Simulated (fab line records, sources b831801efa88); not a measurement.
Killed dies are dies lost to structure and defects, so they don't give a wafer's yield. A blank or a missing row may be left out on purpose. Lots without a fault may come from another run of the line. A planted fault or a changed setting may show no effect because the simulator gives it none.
A struck lot beside a sound one | flow sky130 | 16 steps out of a route of 708
Sound: wafers L278.2, L278.4, L278.6. Struck: wafers L272.2, L272.4, L272.5. The cause comes at the end.
At each step with rows: each side's tool, then ch and its chambers, then its first start. Under that, the readings that differ: sound wafers | struck wafers | difference of the means | sigmas: that difference in standard deviations of wafers without a fault.
alike: readings whose means differ by less than 2 such deviations, and words and numbers that are the same on both sides. not compared: withheld readings, readings that some wafer has no value for, bounds like >300 that may hide the same value, and numbers for which the record gives no deviation and whose values overlap.
The two part at a step that has a row with sigmas, a row that says differs or no value, or rows on one side only. Numbers that don't overlap but have no deviation are shown without sigmas and don't part them. A reading that every wafer of one side lacks parts them only if that side has two wafers or more.

first, 2 steps without rows for these wafers: SKY_METAL3_PEB_11; SKY_METAL3_DEVELOP_12 (develop time 60 s).
SKY_METAL3_CD_MEAS_13: target cd 300 nm.
  sound on cd_sem-02, day 43 08:32; struck on cd_sem-01, day 41 22:51
  alike: cd_nm
SKY_METAL3_OVL_MEAS_14:
  sound on overlay-02, day 43 08:38; struck on overlay-02, day 41 22:58
  alike: METAL3_OVL
SKY_METAL3_DESCUM_15: chemistry O2, time 8 s.
  sound on rie_metal-01 ch 0, day 43 08:40; struck on rie_metal-01 ch 0,1, day 41 22:59
  alike: chamber_pressure_mTorr, drypump_motor_current_A, oes_product_au
  not compared: rf_hours_counter_h
SKY_METAL3_ETCH_16: etches BARC in N2/H2, stops on SiO2, time 88.2 s, target depth 60 nm.
  sound on rie_metal-01 ch 0, day 43 08:42; struck on rie_metal-01 ch 0,1, day 41 23:01
  reading                        | sound             | struck            | difference | sigmas
  chamber_pressure_mTorr (mTorr) | 30.00 29.98 30.03 | 29.71 30.02 29.98 | -0.10      | -3
  alike: drypump_motor_current_A, oes_product_au, throttle_valve_pct
  not compared: rf_hours_counter_h
SKY_METAL3_ETCH_17: etches SiO2 in C4F8/O2/Ar, stops on TiN, time 3.9 s, target depth 15 nm.
  sound on rie_diel-04 ch 0,2,3, day 43 08:48; struck on rie_diel-01 ch 0,2,3, day 41 23:07
  reading               | sound             | struck            | difference | sigmas
  oes_product_au (a.u.) | 0.739 0.740 0.742 | 0.750 0.759 0.767 | +0.018     | +2
  alike: chamber_pressure_mTorr
  not compared: rf_hours_counter_h
then, 1 step without rows for these wafers: SKY_METAL3_METAL_ETCH_18 (etches the open film in Cl2/BCl3, stops on SiO2, target depth 845 nm, time 183.1 s).
SKY_METAL3_STRIP_19: strips in O2/N2.
  sound on plasma_asher-02 ch 0,1, day 43 08:59; struck on plasma_asher-03 ch 0,1, day 41 23:19
  reading                     | sound       | struck      | difference | sigmas
  drypump_motor_current_A (A) | 5.8 5.5 5.8 | 5.2 4.9 4.9 | -0.7       | -2
  alike: chamber_pressure_mTorr, oes_product_au, strip_time_to_endpoint_s
  not compared: rf_hours_counter_h
then, 3 steps without rows for these wafers: SKY_METAL3_STRIP_20 (strips in post etch residue remover, time 1200 s); SKY_METAL3_CLEAN_21 (cleans in IPA, time 180 s); SKY_METAL3_CLEAN_22 (cleans in O3/DIW).
SKY_VIA3_HDPCVD_00: deposits SiO2, target thk 1635 nm, time 272.5 s.
  sound on hdpcvd-02 ch 0,1, day 43 09:38; struck on hdpcvd-01 ch 0,1,2, day 41 23:54
  reading                                  | sound             | struck            | difference | sigmas
  sih4_flow_sccm (sccm)                    | 59.93 59.89 59.98 | 71.86 71.80 72.32 | +12.06     | +60
  model.SiO2_of_VIA3_HDPCVD_00.thk_nm (nm) | 1644 1637 1643    | 1979 1955 1951    | +320       |
SKY_VIA3_THK_MEAS_01:
  sound on film_metro-01, day 43 09:49; struck on film_metro-04, day 42 00:05
  reading              | sound          | struck         | difference | sigmas
  VIA3_HDPCVD_THK (nm) | 1644 1636 1643 | 1980 1956 1952 | +322       | +20
SKY_VIA3_CMP_02: polishes SiO2.
  sound on cmp-01 ch 0,1, day 43 09:53; struck on cmp-01 ch 0,1,3, day 42 00:11
  alike: motor_current_A
SKY_PAD_OPEN_PROBE_99:
  the record has rows for the sound wafers here (prober-01, day 49 17:31) and none for the struck ones

WHERE THEY PART
First at SKY_METAL3_ETCH_16; last, within this record, at SKY_PAD_OPEN_PROBE_99.

WHY: what the simulator had put in
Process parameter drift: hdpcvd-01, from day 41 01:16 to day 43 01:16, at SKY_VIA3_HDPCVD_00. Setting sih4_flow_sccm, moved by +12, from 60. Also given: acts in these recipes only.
